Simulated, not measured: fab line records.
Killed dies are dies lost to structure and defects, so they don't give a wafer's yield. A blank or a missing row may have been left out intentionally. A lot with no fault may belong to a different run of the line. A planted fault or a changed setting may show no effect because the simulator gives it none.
fab line records	flow sky130
record: lots: 13	wafers: 39	last-day: 50
route steps=708 shown LOCAL_INTERCONNECT@387 VIA1@460
lots that met no fault: from a run of the same line without faults
start-h: hours from the record's opening day to when the first of the lot's shown wafers began	wait-h: hours elapsed since this lot's preceding step	" unchanged from the row above	L1.1+2: several wafers, shown together as one row	- no value, or no start was given	* or withheld: withheld	< > ~ a bound
route shown NAME@n: a module of which the file shows steps, and the number in the route of the first	usual: the fault-free wafers' mean and standard deviation	same: alike in all rows	chamber/n: place in a boat	sites: each site's reading	_std_site: their standard deviation	_edge_site: the outer-site mean with the inner-site mean subtracted	radius-mm: for every site, how far away it sits from the centre of the wafer	mask NAME#n: copy n	behind: tool/chamber where the wafer was last shaped	hold: reason for holding the lot/hours on hold/outcome of the hold	device: which transistor (n, p or np) failed to switch	end of line: the same wafers' tests at the end of the route	a step with no rows: only its recipe	killed: not the wafer's yield, but the dies lost to structure and defects at the first sort	map: a wafer's dies, marking killed ones x, the rest . and places with no die _
set.NAME: the setting the step ran with; set.NAME@STEP: the setting that earlier step ran with	model.NAME: the simulator's own value behind a step, which no gauge read
steps of the route over a sample of lots; a table a step, a row a wafer
services: the hour from which a tool's chamber was out of use, counted from the record's first day as start-h (under 0 if before that day), plus the number of hours and why
== steps ==
step: SKY_LOCAL_INTERCONNECT_SPUTTER_00
recipe: material: TiN	target-thk-nm: 100	temp-c: 300	power-w: 6500	time-s: 83.3	chamber-pressure-pa: 0.4
usual: throttle-valve-pct: 30.1/0.83
lot.wafer	tool	chamber	start-h	wait-h	throttle-valve-pct
L377.2	pvd-sputter-03	-	710.56	0.2	29.0
L377.3	"	-	"	"	31.6
L377.5	"	-	"	"	28.7
L376.2	pvd-sputter-01	-	711.41	0.2	30.7
L376.3	"	-	"	"	30.1
L376.6	"	-	"	"	30.6
L378.1	pvd-sputter-03	-	711.85	0.2	31.5
L378.2	"	-	"	"	30.1
L378.5	"	-	"	"	30.2
L379.2	pvd-sputter-01	-	713.98	0.2	30.5
L379.3	"	-	"	"	29.8
L379.4	"	-	"	"	30.3
L382.2	pvd-sputter-01	-	736.54	0.2	30.6
L382.3	"	-	"	"	30.5
L382.4	"	-	"	"	30.6
L383.1	pvd-sputter-01	-	744.26	0.1	30.1
L383.2	"	-	"	"	30.5
L383.5	"	-	"	"	30.8
L384.1	pvd-sputter-01	-	747.74	0.1	30.5
L384.4	"	-	"	"	30.3
L384.6	"	-	"	"	30.4
L385.2	pvd-sputter-03	-	760.61	0.2	29.0
L385.4	"	-	"	"	28.8
L385.5	"	-	"	"	28.4
L389.1	pvd-sputter-02	-	781.52	0.2	30.6
L389.3	"	-	"	"	28.9
L389.6	"	-	"	"	30.5
L390.3	pvd-sputter-03	-	789.82	0.1	30.3
L390.5	"	-	"	"	29.2
L390.6	"	-	"	"	28.7
L396.1	pvd-sputter-02	-	839.37	0.2	28.7
L396.3	"	-	"	"	30.3
L396.6	"	-	"	"	29.2
L397.1	pvd-sputter-01	-	842.64	0.1	30.3
L397.2	"	-	"	"	30.3
L397.5	"	-	"	"	30.5
L398.3	pvd-sputter-03	-	854.61	0.2	31.2
L398.5	"	-	"	"	30.2
L398.6	"	-	"	"	28.6
step: SKY_LOCAL_INTERCONNECT_THK_MEAS_02
recipe: thk-meas-gauge: xrf	reads: TiN_of_LOCAL_INTERCONNECT_SPUTTER_00
usual: LOCAL_INTERCONNECT_TIN_THK: 99.9/1.3
lot.wafer	tool	chamber	start-h	wait-h	LOCAL_INTERCONNECT_TIN_THK[nm]
L377.2	film-metro-01	-	710.76	0.1	102.2
L377.3	"	-	"	"	102.9
L377.5	"	-	"	"	102.6
L376.2	film-metro-02	-	711.60	0.1	101.1
L376.3	"	-	"	"	101.0
L376.6	"	-	"	"	101.8
L378.1	film-metro-01	-	712.03	0.1	100.6
L378.2	"	-	"	"	98.9
L378.5	"	-	"	"	99.2
L379.2	film-metro-02	-	714.17	0.1	98.6
L379.3	"	-	"	"	100.1
L379.4	"	-	"	"	99.6
L382.2	film-metro-03	-	736.73	0.1	98.8
L382.3	"	-	"	"	100.4
L382.4	"	-	"	"	100.6
L383.1	film-metro-01	-	744.45	0.1	99.2
L383.2	"	-	"	"	99.8
L383.5	"	-	"	"	99.8
L384.1	film-metro-02	-	747.92	0.1	101.0
L384.4	"	-	"	"	100.1
L384.6	"	-	"	"	100.7
L385.2	film-metro-02	-	760.81	0.1	98.7
L385.4	"	-	"	"	98.9
L385.5	"	-	"	"	98.9
L389.1	film-metro-03	-	781.71	0.1	101.0
L389.3	"	-	"	"	100.3
L389.6	"	-	"	"	100.2
L390.3	film-metro-02	-	790.03	0.1	99.6
L390.5	"	-	"	"	99.5
L390.6	"	-	"	"	99.3
L396.1	film-metro-01	-	839.55	0.1	100.9
L396.3	"	-	"	"	100.4
L396.6	"	-	"	"	100.5
L397.1	film-metro-03	-	842.82	0.1	99.5
L397.2	"	-	"	"	99.9
L397.5	"	-	"	"	99.6
L398.3	film-metro-01	-	854.82	0.1	101.4
L398.5	"	-	"	"	99.5
L398.6	"	-	"	"	101.1
step: SKY_VIA1_CMP_02
recipe: material: SiO2	down-force-psi: 4	platen-rpm: 60	pad-velocity-m-s: 0.94248
usual: edge-zone-pressure-frac: 1.000/0.0048	motor-current-A: 11.8/0.71
lot.wafer	tool	chamber	start-h	wait-h	edge-zone-pressure-frac	motor-current-A
L377.3	cmp-01	2	795.44	0.1	1.010	12.1
L377.2	"	0	"	"	1.009	12.5
L377.5	"	2	"	"	1.010	12.4
L376.3	cmp-01	3	797.13	0.0	0.988	11.4
L376.2	"	2	"	"	1.004	11.7
L376.6	"	0	"	"	1.004	12.4
L378.1	cmp-02	0	797.79	0.1	1.003	11.6
L378.2	"	3	"	"	1.000	10.3
L378.5	"	1	"	"	0.995	12.8
L379.3	cmp-02	2	799.04	0.0	1.004	11.2
L379.4	"	3	"	"	1.001	11.5
L379.2	"	0	"	"	1.008	11.6
L382.2	cmp-01	0	822.10	0.0	1.003	12.4
L382.3	"	1	"	"	1.002	12.3
L382.4	"	2	"	"	1.005	12.2
L383.1	cmp-01	3	828.28	0.1	0.990	10.9
L383.2	"	1	"	"	0.999	12.2
L383.5	"	2	"	"	1.000	11.3
L384.1	cmp-02	2	829.80	0.1	1.001	11.8
L384.4	"	3	"	"	0.997	11.7
L384.6	"	1	"	"	0.989	13.5
L385.4	cmp-02	0	842.80	0.0	0.999	12.1
L385.2	"	3	"	"	1.002	11.2
L385.5	"	1	"	"	1.005	13.0
L389.3	cmp-02	2	863.71	0.1	0.996	11.4
L389.1	"	3	"	"	0.998	11.3
L389.6	"	2	"	"	0.993	10.9
L390.3	cmp-01	3	871.74	0.1	1.000	10.3
L390.5	"	1	"	"	1.000	12.1
L390.6	"	2	"	"	0.995	11.8
L396.1	cmp-01	3	920.39	0.3	1.004	9.9
L396.3	"	2	"	"	1.000	12.4
L396.6	"	3	"	"	0.997	10.4
L397.2	cmp-01	1	922.89	0.2	0.999	12.0
L397.1	"	3	"	"	1.003	11.3
L397.5	"	2	"	"	0.991	11.5
L398.3	cmp-01	3	934.66	0.1	1.003	11.0
L398.5	"	1	"	"	0.994	12.3
L398.6	"	2	"	"	0.998	12.9
step: SKY_VIA1_ETCH_15
recipe: target: SiO2	chemistry: C4F8/O2/Ar	target-depth-nm: 351	stop-on: TiN	mask-material: KrF-thick	source-w: 1500	bias-w: 1200	pressure-mtorr: 40	c4f8-flow-sccm: withheld	O2_flow_sccm: 6	Ar_flow_sccm: 300	time-s: 54
usual: oes-product-au: 0.982/0.0052
lot.wafer	tool	chamber	start-h	wait-h	oes-product-au	rf-hours-counter-h
L377.2	rie-diel-03	1	822.35	0.0	0.978	3
L377.3	"	0	"	"	0.987	10
L377.5	"	1	"	"	0.982	-
L376.2	rie-diel-01	2	823.49	0.0	0.973	6
L376.3	"	3	"	"	0.984	14
L376.6	"	2	"	"	0.978	-
L378.1	rie-diel-02	1	824.19	0.0	0.976	2
L378.2	"	0	"	"	0.978	7
L378.5	"	1	"	"	0.976	-
L379.2	rie-diel-03	3	826.54	0.0	0.981	4
L379.3	"	2	"	"	0.975	10
L379.4	"	0	"	"	0.988	11
L382.2	rie-diel-02	1	849.60	0.0	0.986	3
L382.3	"	3	"	"	0.977	11
L382.4	"	2	"	"	0.977	4
L383.1	rie-diel-01	1	854.89	0.0	0.975	15
L383.2	"	0	"	"	0.987	23
L383.5	"	2	"	"	0.984	-
L384.1	rie-diel-03	3	856.39	0.0	0.982	5
L384.4	"	1	"	"	0.975	4
L384.6	"	1	"	"	0.984	-
L385.2	rie-diel-01	2	869.29	0.0	0.981	7
L385.4	"	1	"	"	0.970	15
L385.5	"	0	"	"	0.972	-
L389.1	rie-diel-02	3	890.76	0.0	0.989	12
L389.3	"	1	"	"	0.982	3
L389.6	"	2	"	"	0.991	-
L390.3	rie-diel-03	0	897.35	0.0	0.830	13
L390.5	"	1	"	"	0.822	-
L390.6	"	2	"	"	0.830	-
L396.1	rie-diel-02	1	945.30	0.0	0.984	4
L396.3	"	3	"	"	0.987	12
L396.6	"	2	"	"	0.985	-
L397.1	rie-diel-01	1	947.55	0.0	0.982	18
L397.2	"	2	"	"	0.976	10
L397.5	"	1	"	"	0.979	-
L398.3	rie-diel-02	0	959.85	0.0	0.985	10
L398.5	"	3	"	"	0.991	-
L398.6	"	0	"	"	0.980	-
step: SKY_VIA1_STRIP_16
recipe: chemistry: O2/N2	power-w: 1400	pressure-mtorr: 1500	platen-temp-c: withheld	o2-flow-sccm: 3000	n2-flow-sccm: 300	overash-fraction: 0.5
usual: drypump-motor-current-A: 5.9/0.52	oes-product-au: 0.416/0.0051	strip-time-to-endpoint-s: 4.457/0.022
lot.wafer	tool	chamber	start-h	wait-h	drypump-motor-current-A	oes-product-au	rf-hours-counter-h	strip-time-to-endpoint-s
L377.2	plasma-asher-02	0	822.40	0.0	6.1	0.414	39	4.450
L377.3	"	0	"	"	6.0	0.419	-	4.439
L377.5	"	1	"	"	6.8	0.422	-	4.439
L376.2	plasma-asher-03	1	823.54	0.0	5.3	0.420	74	4.482
L376.3	"	1	"	"	5.3	0.419	-	4.493
L376.6	"	1	"	"	5.3	0.419	-	4.485
L378.1	plasma-asher-03	0	824.24	0.0	5.8	0.423	74	4.464
L378.2	"	1	"	"	5.3	0.415	74	4.464
L378.5	"	0	"	"	5.8	0.418	-	4.462
L379.2	plasma-asher-02	1	826.59	0.0	6.8	0.416	40	4.443
L379.3	"	0	"	"	6.1	0.419	-	4.454
L379.4	"	1	"	"	6.8	0.418	-	4.447
L382.2	plasma-asher-01	0	849.65	0.0	6.1	0.416	9	4.457
L382.3	"	0	"	"	6.1	0.417	-	4.432
L382.4	"	1	"	"	5.6	0.413	-	4.472
L383.1	plasma-asher-02	1	854.94	0.0	6.8	0.420	43	4.499
L383.2	"	0	"	"	6.1	0.420	43	4.521
L383.5	"	0	"	"	6.1	0.413	-	4.502
L384.1	plasma-asher-02	0	856.44	0.0	6.1	0.410	43	4.421
L384.4	"	0	"	"	6.1	0.415	-	4.451
L384.6	"	0	"	"	6.1	0.417	-	4.441
L385.2	plasma-asher-03	0	869.34	0.0	5.8	0.413	79	4.478
L385.4	"	0	"	"	5.8	0.415	-	4.472
L385.5	"	0	"	"	5.8	0.409	-	4.442
L389.1	plasma-asher-03	1	890.81	0.0	5.3	0.417	81	4.470
L389.3	"	1	"	"	5.3	0.413	-	4.466
L389.6	"	0	"	"	5.8	0.415	-	4.477
L390.3	plasma-asher-02	0	897.43	0.1	6.1	0.421	-	4.697
L390.5	"	0	"	"	6.1	0.424	-	4.679
L390.6	"	1	"	"	6.8	0.421	-	4.683
L396.1	plasma-asher-03	1	945.35	0.0	5.3	0.418	87	4.454
L396.3	"	1	"	"	5.3	0.412	-	4.428
L396.6	"	1	"	"	5.3	0.414	-	4.470
L397.1	plasma-asher-01	0	947.60	0.0	6.1	0.414	19	4.459
L397.2	"	1	"	"	5.6	0.412	19	4.440
L397.5	"	1	"	"	5.6	0.416	-	4.454
L398.3	plasma-asher-02	0	959.93	0.1	6.0	0.414	-	4.486
L398.5	"	1	"	"	6.8	0.413	-	4.442
L398.6	"	0	"	"	6.0	0.409	-	4.449
== services ==
tool	chamber	start-h	hours	kind
cmp-02	-	689.49	1.9	repair
rie-diel-02	3	707.62	5.1	repair
rie-diel-02	3	725.51	2.6	repair
cmp-02	-	735.56	4.7	pm
cmp-02	-	744.26	4.0	pm
cmp-02	-	748.26	15.7	pm
rie-diel-02	3	758.20	15.2	repair
rie-diel-02	2	761.73	5.5	repair
cmp-02	-	777.14	1.3	repair
cmp-01	-	800.70	3.1	repair
cmp-02	-	805.14	1.0	repair
cmp-01	-	808.97	1.9	repair
pvd-sputter-01	-	818.10	1.1	repair
cmp-02	-	820.91	2.7	repair
cmp-01	-	829.99	4.0	pm
plasma-asher-02	-	830.95	2.8	pm
cmp-01	-	842.75	0.4	repair
rie-diel-02	3	860.19	7.9	repair
rie-diel-02	-	862.02	28.1	pm
cmp-01	-	873.79	9.9	pm
cmp-01	-	903.37	2.6	repair
pvd-sputter-01	-	909.97	2.6	repair
cmp-01	-	912.17	4.0	pm
cmp-01	-	952.13	1.7	repair
== key ==
first-sign: step: SKY_VIA1_ETCH_15	reading: oes-product-au	direction: down	sigmas: 30	usual: 0.982	struck: 0.827
effect: step: SKY_VIA1_STRIP_16	reading: strip-time-to-endpoint-s	direction: up	sigmas: 11	usual: *	struck: *
met-at SKY_VIA1_ETCH_15
struck-lots L390
sort-left-out L390.3,L390.5,L390.6
tester-left-out L390
not-acting-at SKY_LOCAL_INTERCONNECT_SPUTTER_00,SKY_LOCAL_INTERCONNECT_THK_MEAS_02,SKY_VIA1_CMP_02
onset-between 856.39 897.35
earlier-fault: kind: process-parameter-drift	tool: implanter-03	chamber: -	onset-h: 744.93	steps: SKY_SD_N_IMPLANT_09	channel: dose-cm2	offset: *	shape: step	end-h: 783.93	acts-in: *	stated: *
fault: kind: process-parameter-drift	tool: rie-diel-03	chamber: -	onset-h: 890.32	steps: SKY_VIA1_ETCH_15	channel: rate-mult	offset: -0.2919	shape: step
tester-left-out: of these lots the tester's yield and bins aren't shown, on N5 and GAA mostly nor the transistor test; their killed dies are dies lost to structure and defects alone, not to doping, threshold or leakage, so they don't give the yield
sort-left-out: the simulated sort isn't trusted on such a fault, so these wafers' sort isn't shown, and their yield isn't known
